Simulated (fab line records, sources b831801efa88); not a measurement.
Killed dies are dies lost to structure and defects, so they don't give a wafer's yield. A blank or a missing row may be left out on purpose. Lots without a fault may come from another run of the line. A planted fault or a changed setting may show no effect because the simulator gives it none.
Problem report in the 8D (eight disciplines) form, filled by code | flow gf180mcu | the parts of the form that need people (team, actions taken, sign-off) are left out

1. THE PROBLEM
beam_energy_keV at GF_HV_LDD_IMPLANT_09 reads a mean of 43.019 on 6 wafers of 2 lots; wafers without a fault read 39.999 with a standard deviation of 0.012. That is +99 or more standard deviations from the usual mean.
First seen on wafer L603.1, day 15 19:45, on implanter-01. The record holds 18 wafers of 6 lots with a number at this step. Rule for "out", or "out of limits": more than 4 standard deviations from the usual mean. The other wafers with a number count as sound.

2. WHAT IT IS AND WHAT IT IS NOT
question                    | is                     | is not
which readings at this step | beam_energy_keV        | -
which lots                  | L603, L605             | L595, L600, L606, L608
which wafers of those lots  | all that have a number | -
read on which tools         | implanter-01           | implanter-02
when                        | from day 15 19:45      | up to then (6 sound wafers); but 6 sound wafers of L606, L608 came after

3. SUSPECTS, AND WHAT RULES EACH OUT
Counting: a tool at a process step up to the reading stays a suspect if it ran every lot that is out and no sound lot after the first of them.
- implanter-01 at GF_HV_LDD_IMPLANT_09: kept. It ran every lot that is out, first L603 (day 15 19:45), and no sound lot after that; its last sound lot up to then is L600 (day 14 22:06). Its own readings are out on those wafers: beam_energy_keV.
Left after counting: implanter-01 at GF_HV_LDD_IMPLANT_09.

4. THE CAUSE (what the simulator had put in)
Process parameter drift: implanter-01, from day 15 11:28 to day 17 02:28, at GF_HV_LDD_IMPLANT_09. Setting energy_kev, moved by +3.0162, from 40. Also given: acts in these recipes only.
Counting left only this tool.

5. THE CHAIN OF EFFECTS, in route order
Each row: a reading whose mean over the struck wafers that have a number lies more than 3 standard deviations from the usual. Only readings for which the record gives a usual standard deviation are gone through. hours: the time from each lot's start at the first step in this table that gives one to its start at this step, as a median over the lots. sigmas: the change in usual standard deviations.
hours | step                 | reading         | usual  | on struck wafers | change | sigmas
0     | GF_HV_LDD_IMPLANT_09 | beam_energy_keV | 39.999 | 43.019           | +3.020 | +99 or more
The process steps in it:
- GF_HV_LDD_IMPLANT_09

6. WHAT WOULD HAVE CAUGHT IT SOONER
In this record the first reading out of limits was taken at day 15 19:45, 8 hours after the fault began at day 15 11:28.
